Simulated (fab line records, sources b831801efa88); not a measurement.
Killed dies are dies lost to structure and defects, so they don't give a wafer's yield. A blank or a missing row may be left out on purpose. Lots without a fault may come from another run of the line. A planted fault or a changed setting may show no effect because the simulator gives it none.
Chamber matching | flow gf180mcu | GF_POLY_GATE_ETCH_13 on rie_si-02: 4 sister chambers
The step etches poly-Si in HBr/Cl2, stops on SiO2, target depth 198.5 nm, time 69.6 s. 8 wafers are shown with their chamber, then 8 later ones without.

WAFERS WITH THEIR CHAMBER
wafer  | chamber | drypump_motor_current_A (A) | throttle_valve_pct (%)
L812.6 | 2       | 5.5                         | 33.690
L813.2 | 2       | 5.4                         | 33.699
L813.5 | 0       | 6.5                         | 33.684
L813.6 | 1       | 5.9                         | 33.674
L814.1 | 1       | 5.9                         | 33.672
L814.3 | 3       | 5.8                         | 33.677
L814.6 | 3       | 5.8                         | 33.684
L819.4 | 0       | 6.6                         | 33.683

WAFERS WITHOUT THEIR CHAMBER
wafer  | drypump_motor_current_A (A) | throttle_valve_pct (%)
L819.5 | 5.8                         | 33.667
L819.6 | 6.6                         | 33.695
L828.1 | 5.5                         | 33.683
L828.5 | 6.6                         | 33.671
L828.6 | 5.9                         | 33.692
L830.2 | 5.8                         | 33.684
L830.5 | 5.8                         | 33.682
L830.6 | 5.9                         | 33.676

WHICH CHAMBER EACH WENT THROUGH
wafer  | from the rows above     | in truth
L819.5 | can't be placed: 1 or 3 | 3
L819.6 | 0                       | 0
L828.1 | 2                       | 2
L828.5 | 0                       | 0
L828.6 | can't be placed: 3 or 1 | 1
L830.2 | 3                       | 3
L830.5 | 3                       | 3
L830.6 | can't be placed: 1 or 3 | 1
Placed correctly: 5 of 8. Can't be placed from these rows: 3 (the true chamber is among the candidates in 3). Placed wrongly: 0.
How it was worked out, from the rows above alone: a wafer's distance from a chamber is the root of the sum, over the readings, of the square of ((its reading less the chamber's mean) divided by the reading's scatter). The wafer belongs to the nearest chamber; if the next one is less than 2 further off, it can't be placed. A chamber's mean is the mean of its shown wafers. The scatter: the root of (the sum of the squares of (reading less its chamber's mean) over the shown wafers, divided by (wafers less chambers)).
